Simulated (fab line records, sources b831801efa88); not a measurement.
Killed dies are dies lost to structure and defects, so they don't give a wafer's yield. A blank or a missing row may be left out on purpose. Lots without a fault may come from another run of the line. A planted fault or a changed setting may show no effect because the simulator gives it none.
Chamber matching | flow gf180mcu | GF_V3_ETCH_16 on rie_diel-04: 4 sister chambers
The step etches BARC in N2/H2. 4 wafers are shown with their chamber, then 10 later ones without.

WAFERS WITH THEIR CHAMBER
wafer  | chamber | drypump_motor_current_A (A)
L081.5 | 1       | 6.0
L083.5 | 2       | 5.1
L085.1 | 0       | 6.0
L085.4 | 3       | 5.4

WAFERS WITHOUT THEIR CHAMBER
wafer  | drypump_motor_current_A (A)
L085.6 | 5.1
L094.2 | 5.2
L094.4 | 6.0
L094.5 | 5.4
L095.1 | 6.1
L095.2 | 5.1
L095.4 | 6.0
L097.1 | 6.0
L097.4 | 5.2
L097.6 | 5.4

WHICH CHAMBER EACH WENT THROUGH
wafer  | from the rows above     | in truth
L085.6 | 2                       | 2
L094.2 | can't be placed: 2 or 3 | 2
L094.4 | can't be placed: 0 or 1 | 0
L094.5 | 3                       | 3
L095.1 | can't be placed: 0 or 1 | 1
L095.2 | 2                       | 2
L095.4 | can't be placed: 0 or 1 | 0
L097.1 | can't be placed: 0 or 1 | 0
L097.4 | can't be placed: 2 or 3 | 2
L097.6 | 3                       | 3
Placed correctly: 4 of 10. Can't be placed from these rows: 6 (the true chamber is among the candidates in 6). Placed wrongly: 0.
How it was worked out, from the rows above alone: a wafer's distance from a chamber is the root of the sum, over the readings, of the square of ((its reading less the chamber's mean) divided by the reading's scatter). The wafer belongs to the nearest chamber; if the next one is less than 2 further off, it can't be placed. A chamber's mean is the mean of its shown wafers. The scatter: with one shown wafer a chamber, the root of the mean of the squares of how far each hidden wafer lies from its nearest shown one.
